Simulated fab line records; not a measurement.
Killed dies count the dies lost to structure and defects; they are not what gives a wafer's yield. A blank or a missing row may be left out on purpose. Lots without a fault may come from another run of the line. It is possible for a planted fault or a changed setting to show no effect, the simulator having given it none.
One fault seen from 2 desks    flow sky130    each desk has only its own numbers; what lay behind them comes last

## DESK OF THE TOOL OWNER: litho-track-04
The tool's own readings at SKY_METAL5_DEVELOP_13 (develop time 60 s): means of the sampled wafers that have a number, for each lot that ran on this tool. Marked OUT: a lot whose mean sits more than 4 standard deviations from the usual mean, which makes it out of limits; the brackets give that distance.
Columns: A = developer-temp-C at SKY_METAL5_DEVELOP_13, usual 23.01 C
lot   first seen here  A
L295  day 45 03:27     22.93
L298  day 45 12:27     22.83
L301  day 45 21:06     23.06
L300  day 45 23:52     23.06
L302  day 46 01:01     23.03
L304  day 46 22:22     22.02 (-9.0) OUT
L307  day 47 10:40     21.94 (-9.8) OUT
Finding of this desk: L304, L307 out of limits; the first was L304 at day 46 22:22, on developer-temp-C at SKY_METAL5_DEVELOP_13. L295, L298, L301, L300, L302: within limits.

## METROLOGY DESK
Lot by lot, what the gauges showed, no matter which tool ran the lot: averages of those sampled wafers that carry a number. Marked OUT: a lot whose mean sits more than 4 standard deviations from the usual mean, which makes it out of limits; the brackets give that distance.
Columns: A = VIA3_BOW at SKY_VIA3_BOW_MEAS_03, usual 79 um
lot   first seen here  A
L295  day 40 05:40     83
L296  day 40 06:59     89
L298  day 40 15:59     74
L301  day 40 23:26     75
L300  day 41 03:19     77
L302  day 41 04:55     80
L304  day 42 05:04     78
L307  day 42 16:53     73
L310  day 43 18:31     82
L309  day 43 18:32     69
L314  day 44 21:05     71
L316  day 45 02:24     83
Result from this desk: across the 12 lots, nothing is out of limits.

## BROUGHT TOGETHER
At day 46 22:22, on L304, L307, the tool owner's desk was in a position to raise an alarm.
At the metrology desk, nothing out of limits was observed.
The metrology desk has L304, L307 on record, within its limits.
Of the lots named, all ran SKY_METAL5_DEVELOP_13 on litho-track-04.

## WHAT WAS PUT IN BY THE SIMULATOR
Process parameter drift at SKY_METAL5_DEVELOP_13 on litho-track-04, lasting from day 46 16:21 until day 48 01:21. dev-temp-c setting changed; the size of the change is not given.
Lots struck among those shown: L304, L307.
Time in hours from fault onset to the first out-of-limits reading at each desk: the tool owner's desk, 6.
